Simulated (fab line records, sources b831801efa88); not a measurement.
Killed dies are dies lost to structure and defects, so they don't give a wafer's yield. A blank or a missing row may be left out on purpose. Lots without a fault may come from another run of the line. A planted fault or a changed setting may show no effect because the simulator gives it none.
fab line records | flow sky130
record lots=13 wafers=39 last_day=50
route steps=708 shown VT_ADJUST_HVTP@95 VT_ADJUST_LVTN@104 GATE_OXIDE@202 POLY_GATE@229 PAD_OPEN@708
lots that met no fault: from a run of the same line without faults
start_h: hours from the record's first day to the start of the lot's first wafer shown | wait_h: hours since the lot's step before | " the same as in the row above | L1.1+2: a row that stands for several wafers | - no value, or no start given | * or withheld: withheld | < > ~ a bound
route shown NAME@n: a module of which the file shows steps, and the number in the route of the first | usual: mean/standard deviation of fault-free wafers | same: alike in all rows | chamber/n: place in a boat | sites: the reading at each site | _std_site: their standard deviation | _edge_site: outer sites' mean less inner sites' | radius_mm: how far each site lies from the wafer's centre | mask NAME#n: copy n | behind: the tool/chamber that last shaped the wafer | hold: why the lot was held/for how many hours/how that ended | device: the transistor (n, p or np) that didn't switch | end of line: the same wafers' tests at the end of the route | a step without rows: its recipe alone | killed: dies lost to structure and defects at the first sort, not the wafer's yield | map: a wafer's dies, x killed, . not, _ none there
set.NAME: the setting as run; set.NAME@STEP: as run at that earlier step | model.NAME: the simulator's own value behind a step, which no gauge read
steps of the route over a sample of lots; a table a step, a row a wafer
services: from which hour (start_h, from the record's first day; less than 0 if before it) a tool's chamber was out of use, for how many hours, and why
## steps
# step SKY_VT_ADJUST_HVTP_STRIP_10
# recipe chemistry=O2/N2 power_w=1400 pressure_mtorr=1500 platen_temp_c=withheld o2_flow_sccm=3000 n2_flow_sccm=300 overash_fraction=0.5
# usual drypump_motor_current_A=5.5/0.35 oes_product_au=0.716/0.0045 strip_time_to_endpoint_s=14.286/0.029
# columns lot.wafer tool chamber start_h wait_h drypump_motor_current_A oes_product_au rf_hours_counter_h strip_time_to_endpoint_s
L322.1 plasma_asher-04 0 125.18 0.1 5.5 0.714 45 14.292
L322.2 " 1 " " 5.3 0.711 45 14.293
L322.5 " 1 " " 5.3 0.719 - 14.271
L323.2 plasma_asher-04 1 135.24 0.1 5.3 0.713 46 14.274
L323.4 " 1 " " 5.3 0.715 - 14.281
L323.5 " 0 " " 5.5 0.721 - 14.252
L324.1 plasma_asher-03 1 139.29 0.1 5.8 0.713 32 14.291
L324.5 " 0 " " 5.9 0.712 - 14.273
L324.6 " 1 " " 5.7 0.721 - 14.243
L325.1 plasma_asher-03 1 145.24 0.1 5.7 0.724 33 14.301
L325.3 " 0 " " 5.9 0.715 - 14.334
L325.5 " 0 " " 5.9 0.709 - 14.339
L326.1 plasma_asher-01 0 153.93 0.1 5.6 0.717 46 14.271
L326.5 " 0 " " 5.6 0.722 - 14.261
L326.6 " 1 " " 4.8 0.715 - 14.281
L335.1 plasma_asher-03 1 204.99 0.1 5.8 0.704 38 14.245
L335.2 " 0 " " 5.8 0.709 38 14.292
L335.3 " 0 " " 5.8 0.714 - 14.271
L336.1 plasma_asher-03 1 218.14 0.1 5.8 0.718 39 14.301
L336.3 " 0 " " 5.9 0.711 - 14.252
L336.6 " 0 " " 5.9 0.714 - 14.248
L337.1 plasma_asher-01 0 236.53 0.1 5.6 0.719 54 14.279
L337.2 " 1 " " 4.9 0.723 54 14.319
L337.5 " 1 " " 4.9 0.713 - 14.301
L338.1 plasma_asher-03 0 246.04 0.1 5.9 0.714 42 14.281
L338.3 " 1 " " 5.8 0.715 - 14.268
L338.6 " 1 " " 5.7 0.715 - 14.273
L340.1 plasma_asher-01 1 254.03 0.1 4.9 0.722 56 14.264
L340.4 " 0 " " 5.6 0.705 - 14.334
L340.6 " 1 " " 4.8 0.716 - 14.277
L342.3 plasma_asher-01 1 260.33 0.1 4.9 0.720 - 14.270
L342.4 " 0 " " 5.6 0.721 - 14.303
L342.5 " 1 " " 4.8 0.713 - 14.306
L341.2 plasma_asher-03 1 261.24 0.1 5.7 0.716 44 14.246
L341.5 " 1 " " 5.7 0.726 - 14.268
L341.6 " 0 " " 5.9 0.722 - 14.267
L343.1 plasma_asher-01 1 270.28 0.1 4.9 0.710 57 14.268
L343.2 " 0 " " 5.6 0.719 57 14.261
L343.3 " 1 " " 4.9 0.719 - 14.251
# step SKY_VT_ADJUST_LVTN_OVL_MEAS_07
# usual VT_ADJUST_LVTN_OVL=-0.1/1.2
# columns lot.wafer tool chamber start_h wait_h VT_ADJUST_LVTN_OVL[nm]
L322.1 overlay-01 - 142.69 - 0.8
L322.2 " - " " 1.0
L322.5 " - " " 0.3
L323.2 overlay-01 - 153.33 - 0.5
L323.4 " - " " 0.6
L323.5 " - " " 1.4
L324.1 overlay-02 - 158.27 - -2.2
L324.5 " - " " -2.7
L324.6 " - " " -2.6
L325.1 overlay-02 - 164.32 - -1.1
L325.3 " - " " 0.3
L325.5 " - " " 1.4
L326.1 overlay-01 - 174.57 - 0.2
L326.5 " - " " -0.9
L326.6 " - " " -0.5
L335.1 overlay-01 - 227.67 - 1.6
L335.2 " - " " 0.4
L335.3 " - " " -1.1
L336.1 overlay-02 - 241.42 - -1.4
L336.3 " - " " -1.7
L336.6 " - " " -2.0
L337.1 overlay-01 - 260.57 - 1.2
L337.2 " - " " -0.1
L337.5 " - " " 0.4
L338.1 overlay-02 - 269.94 - -0.7
L338.3 " - " " -1.1
L338.6 " - " " 0.5
L340.1 overlay-02 - 277.93 - -0.1
L340.4 " - " " 0.0
L340.6 " - " " -1.2
L342.3 overlay-02 - 284.48 - 1.1
L342.4 " - " " 2.2
L342.5 " - " " 0.6
L341.2 overlay-01 - 285.53 - -1.3
L341.5 " - " " -0.3
L341.6 " - " " -0.6
L343.1 overlay-02 - 295.53 - 0.8
L343.2 " - " " -0.5
L343.3 " - " " 0.0
# step SKY_GATE_OXIDE_CLEAN_15
# recipe chemistry=SC1/SC2 mix=1:4:20 temp_c=70 time_s=150 dry=n2_spin
# usual run_length_s=178/3.8
# columns lot.wafer tool chamber start_h wait_h run_length_s
L322.1 wet_bench-04 1 308.07 0.1 177
L322.2 " 1 " " 177
L322.5 " 1 " " 177
L323.2 wet_bench-01 3 324.98 0.0 174
L323.4 " 3 " " 174
L323.5 " 3 " " 174
L324.1 wet_bench-04 2 333.91 0.1 175
L324.5 " 2 " " 175
L324.6 " 2 " " 175
L325.1 wet_bench-01 0 337.56 0.1 185
L325.3 " 0 " " 185
L325.5 " 0 " " 185
L326.1 wet_bench-04 2 353.53 0.1 175
L326.5 " 2 " " 175
L326.6 " 2 " " 175
L335.1 wet_bench-01 0 422.62 0.1 204
L335.2 " 0 " " 204
L335.3 " 0 " " 204
L336.1 wet_bench-01 2 440.32 0.1 204
L336.3 " 2 " " 204
L336.6 " 2 " " 204
L337.1 wet_bench-03 0 462.08 0.1 176
L337.2 " 0 " " 176
L337.5 " 0 " " 176
L338.1 wet_bench-04 1 484.08 0.1 177
L338.3 " 1 " " 177
L338.6 " 1 " " 177
L340.1 wet_bench-03 0 488.41 0.1 176
L340.4 " 0 " " 176
L340.6 " 0 " " 176
L342.3 wet_bench-03 1 494.68 0.0 176
L342.4 " 1 " " 176
L342.5 " 1 " " 176
L341.2 wet_bench-04 3 497.20 0.0 174
L341.5 " 3 " " 174
L341.6 " 3 " " 174
L343.1 wet_bench-04 2 504.53 0.1 175
L343.2 " 2 " " 175
L343.3 " 2 " " 175
# step SKY_POLY_GATE_ETCH_15
# recipe chemistry=N2/H2 target=BARC ion_energy_ev=200 source_w=500 bias_w=100 pressure_mtorr=30 n2_flow_sccm=100 h2_flow_sccm=200 stop_on=SiO2 time_s=118.5 target_depth_a=1100
# usual drypump_motor_current_A=5.8/0.34 oes_product_au=0.716/0.0045 throttle_valve_pct=13.214/0.0094
# columns lot.wafer tool chamber start_h wait_h drypump_motor_current_A oes_product_au rf_hours_counter_h throttle_valve_pct
L322.1 rie_diel-02 0 367.83 0.0 5.6 0.715 15 13.206
L322.2 " 1 " " 5.9 0.714 1 13.214
L322.5 " 2 " " 5.5 0.724 - 13.233
L323.2 rie_diel-01 1 389.13 0.0 5.9 0.716 5 13.208
L323.4 " 3 " " 5.2 0.718 - 13.220
L323.5 " 2 " " 5.9 0.721 - 13.220
L324.1 rie_diel-02 2 396.79 0.0 5.5 0.711 97 13.210
L324.5 " 0 " " 5.6 0.714 - 13.221
L324.6 " 3 " " 6.5 0.719 - 13.217
L325.1 rie_diel-01 3 402.68 0.0 5.2 0.718 47 13.230
L325.3 " 1 " " 5.9 0.718 - 13.214
L325.5 " 3 " " 5.2 0.716 - 13.204
L326.1 rie_diel-02 2 415.94 0.0 5.6 0.712 97 13.219
L326.5 " 2 " " 5.6 0.712 - 13.228
L326.6 " 3 " " 6.5 0.719 - 13.219
L335.1 rie_diel-04 3 491.19 0.0 5.8 0.714 16 13.221
L335.2 " 1 " " 5.5 0.718 4 13.226
L335.3 " 2 " " 5.6 0.715 2 13.230
L336.1 rie_diel-02 3 507.07 0.0 6.5 0.712 20 13.219
L336.3 " 2 " " 5.6 0.709 0 13.209
L336.6 " 0 " " 5.6 0.715 - 13.206
L337.1 rie_diel-01 1 528.84 0.0 5.9 0.712 9 13.213
L337.2 " 3 " " 5.2 0.706 50 13.221
L337.5 " 1 " " 5.9 0.721 - 13.222
L338.1 rie_diel-04 2 551.03 0.0 5.6 0.709 3 13.238
L338.3 " 1 " " 5.5 0.718 5 13.204
L338.6 " 1 " " 5.5 0.715 - 13.216
L340.1 rie_diel-04 3 552.84 0.0 5.8 0.720 17 13.213
L340.4 " 1 " " 5.5 0.712 5 13.206
L340.6 " 1 " " 5.5 0.721 - 13.219
L342.3 rie_diel-04 2 558.73 0.0 5.6 0.703 3 13.211
L342.4 " 3 " " 5.8 0.724 17 13.225
L342.5 " 2 " " 5.6 0.719 - 13.212
L341.2 rie_diel-01 3 564.03 0.0 5.2 0.707 51 13.220
L341.5 " 1 " " 5.9 0.722 - 13.223
L341.6 " 2 " " 6.0 0.714 - 13.192
L343.1 rie_diel-01 2 567.89 0.0 6.0 0.721 13 13.217
L343.2 " 3 " " 5.2 0.725 51 13.216
L343.3 " 0 " " 5.9 0.719 27 13.212
# step SKY_PAD_OPEN_PROBE_99
# usual killed_at_M0_to_M3=43/6.2 killed_at_M4_up=2.8/1.7 killed_at_contacts=24/4.8 killed_at_front_end=15/4.3 killed_at_other=0.3/0.55 killed_dies=85/8.4 killed_open=46/6.7 killed_short=38/6.2
# same gross_dies=492 killed_at_back_side=0
# columns lot.wafer tool chamber start_h wait_h killed_at_M0_to_M3 killed_at_M4_up killed_at_contacts killed_at_front_end killed_at_other killed_dies killed_open killed_short
L322.1 prober-02 - 1071.23 0.1 49 3 20 13 0 85 53 32
L322.2 prober-02 - 1071.28 0.1 40 5 23 13 0 81 45 36
L322.5 prober-02 - 1071.43 0.2 51 2 17 10 1 81 47 34
L323.2 prober-01 - 1082.64 0.1 38 5 26 12 0 81 43 38
L323.4 prober-01 - 1082.74 0.2 50 4 28 21 0 103 53 50
L323.5 prober-01 - 1082.79 0.2 42 5 29 13 0 89 38 51
L324.1 prober-02 - 1089.25 0.1 40 3 32 13 0 88 45 43
L324.5 prober-02 - 1089.45 0.2 39 3 26 14 0 82 34 48
L324.6 prober-02 - 1089.50 0.2 36 5 15 11 0 67 34 33
L325.1 prober-01 - 1097.33 0.1 33 4 20 29 0 86 41 44
L325.3 prober-01 - 1097.43 0.2 46 4 30 12 0 92 46 46
L325.5 prober-01 - 1097.53 0.2 42 5 24 11 1 83 44 39
L326.1 prober-02 - 1102.14 0.1 41 1 20 10 0 72 36 36
L326.5 prober-02 - 1102.34 0.2 46 1 26 12 0 85 42 43
L326.6 prober-02 - 1102.39 0.2 54 3 25 11 0 93 54 39
L335.1 prober-01 - 1147.19 0.1 37 3 28 16 1 85 48 37
L335.2 prober-01 - 1147.24 0.1 46 4 24 8 1 83 45 38
L335.3 prober-01 - 1147.29 0.2 41 2 23 15 0 81 44 37
L336.1 prober-02 - 1156.45 0.1 47 2 21 15 0 85 38 46
L336.3 prober-02 - 1156.55 0.2 58 2 15 17 2 94 52 39
L336.6 prober-02 - 1156.70 0.2 40 4 18 18 1 81 34 46
L337.1 prober-01 - 1171.89 0.1 54 4 22 12 0 92 56 36
L337.2 prober-01 - 1171.94 0.1 40 2 21 23 0 86 38 48
L337.5 prober-01 - 1172.09 0.2 50 3 27 25 0 105 56 49
L338.1 prober-02 - 1190.53 0.1 46 3 26 18 0 93 46 47
L338.3 prober-02 - 1190.63 0.2 60 1 28 15 0 104 57 47
L338.6 prober-02 - 1190.78 0.2 43 2 25 10 1 81 41 39
L340.1 prober-01 - 1193.59 0.1 33 6 29 19 0 87 46 41
L340.4 prober-01 - 1193.74 0.2 47 1 18 12 0 78 51 27
L340.6 prober-01 - 1193.84 0.2 48 4 13 19 1 85 49 35
L342.3 prober-01 - 1195.19 0.2 44 1 24 13 0 82 48 34
L342.4 prober-01 - 1195.24 0.2 40 1 18 16 0 75 41 34
L342.5 prober-01 - 1195.29 0.2 40 5 24 17 1 87 41 46
L341.2 prober-02 - 1195.92 0.1 39 2 19 13 0 73 30 42
L341.5 prober-02 - 1196.07 0.2 32 2 19 15 0 68 40 27
L341.6 prober-02 - 1196.12 0.2 53 2 26 17 0 98 49 48
L343.1 prober-01 - 1202.80 0.1 52 5 21 14 0 92 48 44
L343.2 prober-01 - 1202.85 0.1 47 1 16 13 0 77 40 37
L343.3 prober-01 - 1202.90 0.2 45 4 26 22 0 97 55 42
# killed by level:class
L322.1 VIA1:geometric_particle:open=12 CONTACT:geometric_particle:open=11 VIA3:geometric_particle:open=11 FIELD_ISO:geometric_particle:short=6 VIA1:geometric_particle:short=5 LI_CONTACT:geometric_particle:open=4 VIA2:geometric_particle:short=4 VIA2:geometric_particle:open=4
L322.2 VIA1:geometric_particle:open=11 LI_CONTACT:geometric_particle:open=9 VIA1:geometric_particle:short=7 CONTACT:geometric_particle:open=6 FIELD_ISO:geometric_particle:short=5 VIA3:geometric_particle:open=5 POLY_GATE:geometric_particle:open=4 CONTACT:geometric_particle:short=4
L322.5 VIA2:geometric_particle:open=9 VIA1:geometric_particle:open=9 METAL2:geometric_particle:short=8 CONTACT:geometric_particle:open=7 VIA1:geometric_particle:short=5 VIA3:geometric_particle:open=5 FIELD_ISO:geometric_particle:short=3 FIELD_ISO:geometric_particle:open=3
L323.2 VIA1:geometric_particle:open=8 CONTACT:geometric_particle:open=7 LI_CONTACT:geometric_particle:open=7 VIA1:geometric_particle:short=7 VIA3:geometric_particle:open=4 LOCAL_INTERCONNECT:geometric_particle:short=4 METAL2:geometric_particle:short=4 FIELD_ISO:geometric_particle:open=3
L323.4 VIA1:geometric_particle:open=11 VIA3:geometric_particle:open=10 CONTACT:geometric_particle:open=7 METAL2:geometric_particle:short=7 FIELD_ISO:geometric_particle:open=6 CONTACT:geometric_particle:short=6 LI_CONTACT:geometric_particle:open=6 METAL1:geometric_particle:short=6
L323.5 VIA1:geometric_particle:open=11 FIELD_ISO:geometric_particle:short=8 CONTACT:geometric_particle:short=8 METAL1:geometric_particle:short=7 LI_CONTACT:geometric_particle:open=7 METAL2:geometric_particle:short=7 VIA2:geometric_particle:open=5 LOCAL_INTERCONNECT:geometric_particle:short=5
L324.1 LI_CONTACT:geometric_particle:open=12 CONTACT:geometric_particle:open=10 VIA1:geometric_particle:open=7 VIA1:geometric_particle:short=6 VIA2:geometric_particle:open=6 VIA3:geometric_particle:open=6 FIELD_ISO:geometric_particle:short=5 CONTACT:geometric_particle:short=5
L324.5 METAL2:geometric_particle:short=9 LI_CONTACT:geometric_particle:short=7 LI_CONTACT:geometric_particle:open=7 FIELD_ISO:geometric_particle:short=6 CONTACT:geometric_particle:short=5 METAL1:geometric_particle:short=5 VIA1:geometric_particle:open=5 CONTACT:geometric_particle:open=4
L324.6 VIA1:geometric_particle:open=9 METAL2:geometric_particle:short=6 VIA2:geometric_particle:open=6 LOCAL_INTERCONNECT:geometric_particle:short=5 LI_CONTACT:geometric_particle:open=4 METAL4:geometric_particle:short=4 METAL1:geometric_particle:short=4 VIA3:geometric_particle:open=4
L325.1 FIELD_ISO:geometric_particle:short=12 POLY_GATE:geometric_particle:open=9 VIA1:geometric_particle:open=8 CONTACT:geometric_particle:open=6 VIA3:geometric_particle:open=6 METAL2:geometric_particle:short=5 LI_CONTACT:geometric_particle:open=5 CONTACT:geometric_particle:short=5
L325.3 CONTACT:geometric_particle:open=12 CONTACT:geometric_particle:short=10 VIA1:geometric_particle:open=10 FIELD_ISO:geometric_particle:open=7 METAL2:geometric_particle:short=7 VIA1:geometric_particle:short=6 METAL3:geometric_particle:short=4 VIA2:geometric_particle:open=4
L325.5 VIA1:geometric_particle:open=12 CONTACT:geometric_particle:open=8 METAL1:geometric_particle:short=6 VIA3:geometric_particle:open=6 LI_CONTACT:geometric_particle:open=5 LOCAL_INTERCONNECT:geometric_particle:short=5 CONTACT:geometric_particle:short=5 POLY_GATE:geometric_particle:open=4
L326.1 METAL2:geometric_particle:short=9 CONTACT:geometric_particle:open=8 VIA1:geometric_particle:open=8 LI_CONTACT:geometric_particle:open=5 POLY_GATE:geometric_particle:short=5 VIA1:geometric_particle:short=5 VIA3:geometric_particle:open=5 VIA2:geometric_particle:open=4
L326.5 VIA1:geometric_particle:open=13 METAL1:geometric_particle:short=10 CONTACT:geometric_particle:short=8 VIA2:geometric_particle:open=7 LI_CONTACT:geometric_particle:open=6 CONTACT:geometric_particle:open=6 FIELD_ISO:geometric_particle:short=5 METAL2:geometric_particle:short=5
L326.6 VIA1:geometric_particle:open=13 VIA2:geometric_particle:open=10 CONTACT:geometric_particle:open=10 METAL2:geometric_particle:short=8 LI_CONTACT:geometric_particle:open=7 POLY_GATE:geometric_particle:short=6 VIA3:geometric_particle:open=5 METAL1:geometric_particle:short=5
L335.1 CONTACT:geometric_particle:open=11 VIA1:geometric_particle:open=8 LI_CONTACT:geometric_particle:open=7 VIA2:geometric_particle:open=6 METAL1:geometric_particle:short=6 FIELD_ISO:geometric_particle:short=4 LI_CONTACT:geometric_particle:short=4 VIA1:geometric_particle:short=4
L335.2 VIA1:geometric_particle:open=10 LI_CONTACT:geometric_particle:open=8 VIA2:geometric_particle:short=7 VIA1:geometric_particle:short=6 VIA3:geometric_particle:open=6 CONTACT:geometric_particle:open=5 METAL1:geometric_particle:short=4 LI_CONTACT:geometric_particle:short=4
L335.3 VIA1:geometric_particle:open=10 CONTACT:geometric_particle:open=7 LI_CONTACT:geometric_particle:open=6 FIELD_ISO:geometric_particle:short=5 VIA2:geometric_particle:open=5 VIA3:geometric_particle:open=5 METAL1:geometric_particle:short=4 CONTACT:geometric_particle:short=4
L336.1 VIA3:geometric_particle:open=8 VIA1:geometric_particle:open=6 POLY_GATE:geometric_particle:open=6 LI_CONTACT:geometric_particle:open=6 METAL1:geometric_particle:short=6 VIA1:geometric_particle:short=5 CONTACT:geometric_particle:short=5 CONTACT:geometric_particle:open=5
L336.3 VIA1:geometric_particle:open=13 VIA3:geometric_particle:open=9 METAL2:geometric_particle:short=9 VIA1:geometric_particle:short=8 FIELD_ISO:geometric_particle:short=6 VIA2:geometric_particle:open=6 POLY_GATE:geometric_particle:open=5 LI_CONTACT:geometric_particle:open=5
L336.6 CONTACT:geometric_particle:open=9 VIA1:geometric_particle:open=8 FIELD_ISO:geometric_particle:short=6 VIA3:geometric_particle:open=6 VIA1:geometric_particle:short=5 METAL2:geometric_particle:short=5 FIELD_ISO:geometric_particle:open=4 LOCAL_INTERCONNECT:geometric_particle:short=4
L337.1 VIA1:geometric_particle:open=15 VIA3:geometric_particle:open=11 CONTACT:geometric_particle:open=8 VIA2:geometric_particle:open=8 LOCAL_INTERCONNECT:geometric_particle:short=5 METAL1:geometric_particle:short=4 VIA1:geometric_particle:short=4 METAL3:geometric_particle:short=4
L337.2 POLY_GATE:geometric_particle:short=7 LI_CONTACT:geometric_particle:open=7 VIA1:geometric_particle:open=6 METAL2:geometric_particle:short=6 METAL1:geometric_particle:short=5 SPACER:geometric_particle:open=5 VIA1:geometric_particle:short=5 VIA2:geometric_particle:short=5
L337.5 VIA1:geometric_particle:open=12 LI_CONTACT:geometric_particle:open=10 CONTACT:geometric_particle:open=9 POLY_GATE:geometric_particle:short=8 VIA2:geometric_particle:open=7 VIA2:geometric_particle:short=6 METAL2:geometric_particle:short=5 VIA3:geometric_particle:open=5
L338.1 VIA1:geometric_particle:open=13 CONTACT:geometric_particle:open=9 LOCAL_INTERCONNECT:geometric_particle:short=8 FIELD_ISO:geometric_particle:short=6 METAL3:geometric_particle:short=6 METAL2:geometric_particle:short=6 POLY_GATE:geometric_particle:open=5 VIA3:geometric_particle:open=5
L338.3 VIA1:geometric_particle:open=13 LI_CONTACT:geometric_particle:open=11 METAL1:geometric_particle:short=9 CONTACT:geometric_particle:open=9 METAL2:geometric_particle:short=9 VIA3:geometric_particle:open=6 VIA1:geometric_particle:short=6 VIA2:geometric_particle:short=5
L338.6 VIA1:geometric_particle:open=11 CONTACT:geometric_particle:open=9 VIA3:geometric_particle:open=8 CONTACT:geometric_particle:short=5 FIELD_ISO:geometric_particle:short=4 FIELD_ISO:geometric_particle:open=4 LI_CONTACT:geometric_particle:short=4 VIA1:geometric_particle:short=4
L340.1 LI_CONTACT:geometric_particle:open=10 CONTACT:geometric_particle:open=7 METAL1:geometric_particle:short=7 VIA3:geometric_particle:open=7 VIA1:geometric_particle:open=6 CONTACT:geometric_particle:short=5 METAL4:geometric_particle:short=5 FIELD_ISO:geometric_particle:open=4
L340.4 VIA1:geometric_particle:open=13 VIA3:geometric_particle:open=8 LI_CONTACT:geometric_particle:open=7 CONTACT:geometric_particle:open=6 VIA2:geometric_particle:open=5 POLY_GATE:geometric_particle:short=4 METAL1:geometric_particle:short=4 METAL1:geometric_particle:open=4
L340.6 VIA3:geometric_particle:open=10 VIA1:geometric_particle:open=7 VIA2:geometric_particle:open=5 CONTACT:geometric_particle:open=5 FIELD_ISO:geometric_particle:short=4 POLY_GATE:geometric_particle:short=4 LI_CONTACT:geometric_particle:open=4 VIA2:geometric_particle:short=4
L342.3 LI_CONTACT:geometric_particle:open=11 VIA2:geometric_particle:open=8 VIA3:geometric_particle:open=8 POLY_GATE:geometric_particle:open=6 VIA1:geometric_particle:open=6 CONTACT:geometric_particle:open=5 METAL1:geometric_particle:short=5 METAL3:geometric_particle:short=5
L342.4 VIA1:geometric_particle:open=11 VIA3:geometric_particle:open=7 POLY_GATE:geometric_particle:open=5 LOCAL_INTERCONNECT:geometric_particle:short=5 VIA2:geometric_particle:open=5 METAL1:geometric_particle:short=4 FIELD_ISO:geometric_particle:open=3 SPACER:geometric_particle:short=3
L342.5 VIA1:geometric_particle:open=9 METAL1:geometric_particle:short=8 LI_CONTACT:geometric_particle:open=7 VIA3:geometric_particle:open=7 LOCAL_INTERCONNECT:geometric_particle:short=6 METAL3:geometric_particle:short=5 CONTACT:geometric_particle:open=4 METAL4:geometric_particle:short=4
L341.2 VIA1:geometric_particle:open=9 LOCAL_INTERCONNECT:geometric_particle:short=8 VIA3:geometric_particle:open=6 POLY_GATE:geometric_particle:short=5 VIA1:geometric_particle:short=5 CONTACT:geometric_particle:open=4 METAL1:geometric_particle:short=4 METAL2:geometric_particle:short=4
L341.5 VIA1:geometric_particle:open=8 LI_CONTACT:geometric_particle:open=7 CONTACT:geometric_particle:open=7 METAL1:geometric_particle:short=7 FIELD_ISO:geometric_particle:open=6 VIA2:geometric_particle:open=6 VIA3:geometric_particle:short=3 POLY_GATE:geometric_particle:short=2
L341.6 VIA1:geometric_particle:open=15 VIA1:geometric_particle:short=9 LI_CONTACT:geometric_particle:open=8 CONTACT:geometric_particle:open=8 METAL2:geometric_particle:short=6 METAL1:geometric_particle:short=5 FIELD_ISO:geometric_particle:open=4 LOCAL_INTERCONNECT:geometric_particle:short=4
L343.1 VIA1:geometric_particle:open=11 LI_CONTACT:geometric_particle:open=7 VIA2:geometric_particle:open=7 VIA3:geometric_particle:open=7 CONTACT:geometric_particle:open=6 VIA2:geometric_particle:short=6 METAL2:geometric_particle:short=6 CONTACT:geometric_particle:short=5
L343.2 VIA3:geometric_particle:open=9 VIA1:geometric_particle:open=7 CONTACT:geometric_particle:short=6 METAL1:geometric_particle:short=6 VIA2:geometric_particle:open=6 FIELD_ISO:geometric_particle:open=5 LI_CONTACT:geometric_particle:open=5 METAL2:geometric_particle:short=5
L343.3 CONTACT:geometric_particle:open=13 VIA1:geometric_particle:open=11 VIA1:geometric_particle:short=9 POLY_GATE:geometric_particle:short=7 POLY_GATE:geometric_particle:open=6 LI_CONTACT:geometric_particle:open=6 VIA3:geometric_particle:open=5 FIELD_ISO:geometric_particle:open=4
## services
# columns tool chamber start_h hours kind
rie_diel-02 2 108.10 15.7 repair
rie_diel-01 2 169.26 7.0 repair
rie_diel-04 1 183.28 1.3 repair
plasma_asher-01 - 199.77 3.3 repair
plasma_asher-03 - 201.46 2.2 repair
rie_diel-01 1 249.28 19.1 repair
rie_diel-04 0 263.14 2.5 repair
rie_diel-01 - 274.14 2.8 pm
wet_bench-01 - 287.04 3.2 repair
rie_diel-04 2 294.94 8.6 repair
rie_diel-04 1 300.88 7.6 repair
plasma_asher-03 - 323.88 0.4 repair
rie_diel-02 0 337.89 1.9 repair
rie_diel-02 3 340.05 7.7 repair
plasma_asher-01 - 340.91 1.2 repair
rie_diel-01 - 346.48 0.4 repair
rie_diel-01 0 388.22 15.4 repair
rie_diel-01 2 401.44 6.2 repair
plasma_asher-03 - 421.36 11.0 repair
rie_diel-02 1 425.05 6.8 repair
rie_diel-02 - 433.28 2.8 pm
rie_diel-02 3 437.56 6.9 repair
plasma_asher-03 - 538.81 2.8 pm
plasma_asher-01 - 565.99 4.1 repair
## key
first_sign step=SKY_GATE_OXIDE_CLEAN_15 reading=run_length_s direction=up sigmas=6.9 usual=* struck=*
effect none on later readings
met_at SKY_GATE_OXIDE_CLEAN_15
struck_lots L335,L336
tester_left_out L335,L336
not_acting_at SKY_VT_ADJUST_HVTP_STRIP_10,SKY_VT_ADJUST_LVTN_OVL_MEAS_07,SKY_POLY_GATE_ETCH_15
onset_between 337.56 422.62
fault kind=process_parameter_drift tool=wet_bench-01 chamber=- onset_h=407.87 steps=SKY_GATE_OXIDE_CLEAN_15 channel=time_s offset=* shape=step end_h=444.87 acts_in=* stated=*
# tester_left_out: of these lots the tester's yield and bins aren't shown, on N5 and GAA mostly nor the transistor test; their killed dies are dies lost to structure and defects alone, not to doping, threshold or leakage, so they don't give the yield
